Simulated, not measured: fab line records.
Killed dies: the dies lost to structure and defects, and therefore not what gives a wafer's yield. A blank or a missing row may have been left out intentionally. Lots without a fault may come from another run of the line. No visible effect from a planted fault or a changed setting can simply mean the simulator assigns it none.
Which of the tools did it?	flow gf180mcu	route of 602 steps, sampled at 1 step: 6 lots, 18 wafers

## WHAT THE GAUGES SHOWED, per wafer
GF_M1_RS_MEAS_05: uses a four-point probe to measure.
lot	measured	on	M1_ALCU_RS (ohm/sq)
L372	day 17 22:08	film_metro-02	0.0702 0.0701 0.0702
L376	day 19 04:42	film_metro-04	0.0683 0.0695 0.0696
L379	day 20 04:34	film_metro-01	0.0687 0.0689 0.0687
L381	day 21 00:58	film_metro-02	0.0705 0.0702 0.0698
L384	day 22 04:57	film_metro-04	0.0705 0.0713 0.0705
L390	day 24 10:47	film_metro-04	0.0701 0.0693 0.0696

## WHICH TOOL RAN EACH LOT (tool, then ch and the chambers of the sampled wafers, then the start)
The record shows no process step preceding these readings.

## THE ANSWER, worked out from the rows above alone
Rule: the lots themselves supply what counts as usual. Put in order of their means at a reading, lots are off if they are a third of the lots or fewer, leave a main group of 4 or more, and stand apart from it by a gap of 3 or more times the standard deviation of the main group's means; of several such gaps the widest counts. A main group whose means are all the same, to the digits that the tables above print for the reading, isn't used. A lot without any number at a reading at which 4 lots or more have one is off too. Where the step has rows for the other lots, those lots are counted as sound.
None of the lots is off at any reading shown; this tells nothing.

## WHAT THE SIMULATOR PUT IN
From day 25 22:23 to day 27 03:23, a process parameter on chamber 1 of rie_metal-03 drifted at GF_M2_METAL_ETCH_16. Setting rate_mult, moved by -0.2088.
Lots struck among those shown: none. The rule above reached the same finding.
